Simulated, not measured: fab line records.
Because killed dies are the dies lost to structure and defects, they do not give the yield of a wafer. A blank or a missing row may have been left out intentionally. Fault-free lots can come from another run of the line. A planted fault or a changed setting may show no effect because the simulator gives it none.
2 desks, one fault | flow gf180mcu | only its own numbers are on each desk; what lay behind them is given at the end

## DESK OF THE TOOL OWNER: implanter-02
The tool's own readings at GF_VT_IMPLANT_IMPLANT_19: means of the sampled wafers that have a number, for each lot that ran on this tool. If a lot's mean is further than 4 standard deviations from the usual mean, the lot is out of limits and carries the mark OUT (the distance appears in the brackets).
Columns: A = beam energy keV at GF_VT_IMPLANT_IMPLANT_19, usual 100.00; B = dose ions cm2 at GF_VT_IMPLANT_IMPLANT_19, usual 4.35e+12
lot  | first seen here | A                       | B
L409 | day 6 06:32     | 100.02                  | 4.35e+12
L411 | day 7 03:02     | 100.01                  | 4.35e+12
L417 | day 8 15:05     | 100.01                  | 4.35e+12
L419 | day 9 01:08     | 77.17 (-99 or more) OUT | 4.35e+12
L420 | day 9 07:19     | 77.23 (-99 or more) OUT | 4.35e+12
L431 | day 12 11:07    | 99.98                   | 4.35e+12
Finding of this desk: L419, L420 out of limits; the first was L419 at day 9 01:08, on beam energy keV at GF_VT_IMPLANT_IMPLANT_19. Within limits: L409, L411, L417, L431.

## THE METROLOGY DESK
What the gauges read, lot by lot, whatever tool the lot ran on: means of the sampled wafers that have a number. If a lot's mean is further than 4 standard deviations from the usual mean, the lot is out of limits and carries the mark OUT (the distance appears in the brackets).
Columns: A = STI_OXIDATION_02_THK at GF_STI_THK_MEAS_30, usual 10.03 nm; B = VT_IMPLANT_2_TW at GF_VT_IMPLANT_TW_MEAS_21, usual 1213; C = MVSD_RS at GF_VT_IMPLANT_RS_MEAS_46, usual 456.5 ohm/sq
lot  | first seen here | A     | B              | C
L409 | day 2 06:47     | 9.82  | 1205           | 457.2
L411 | day 2 23:08     | 10.14 | 1215           | 455.9
L413 | day 3 05:54     | 10.04 | 1206           | 456.9
L414 | day 3 07:19     | 9.94  | 1220           | 455.6
L416 | day 3 20:10     | 10.04 | 1205           | 458.1
L417 | day 4 02:10     | 9.90  | 1230           | 456.6
L419 | day 4 10:55     | 9.95  | 1124 (-11) OUT | 456.6
L420 | day 4 15:18     | 10.15 | 1123 (-11) OUT | 455.1
L423 | day 5 05:45     | 9.88  | 1221           | 458.0
L429 | day 6 15:07     | 9.99  | 1228           | 455.9
L430 | day 6 20:31     | 10.20 | 1211           | 457.6
L431 | day 7 05:21     | 10.14 | 1211           | 457.7
This desk reports L419, L420 out of limits; the earliest was L419 at day 9 01:23 (VT_IMPLANT_2_TW at GF_VT_IMPLANT_TW_MEAS_21). Within limits: L409, L411, L413, L414, L416, L417, L423, L429, L430, L431.

## TAKEN TOGETHER
An alarm could have come from the tool owner's desk at day 9 01:08, on L419, L420.
At day 9 01:23 the metrology desk could have sounded an alarm, on L419, L420.
On implanter-02, each named lot ran GF_VT_IMPLANT_IMPLANT_19.

## WHAT HAD BEEN PUT IN BY THE SIMULATOR
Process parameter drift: implanter-02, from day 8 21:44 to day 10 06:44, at GF_VT_IMPLANT_IMPLANT_19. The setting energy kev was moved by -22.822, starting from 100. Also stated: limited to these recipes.
Struck lots among those shown: L419, L420.
Fault start to first reading out of limits, in hours, per desk: tool owner, 3; metrology, 4.
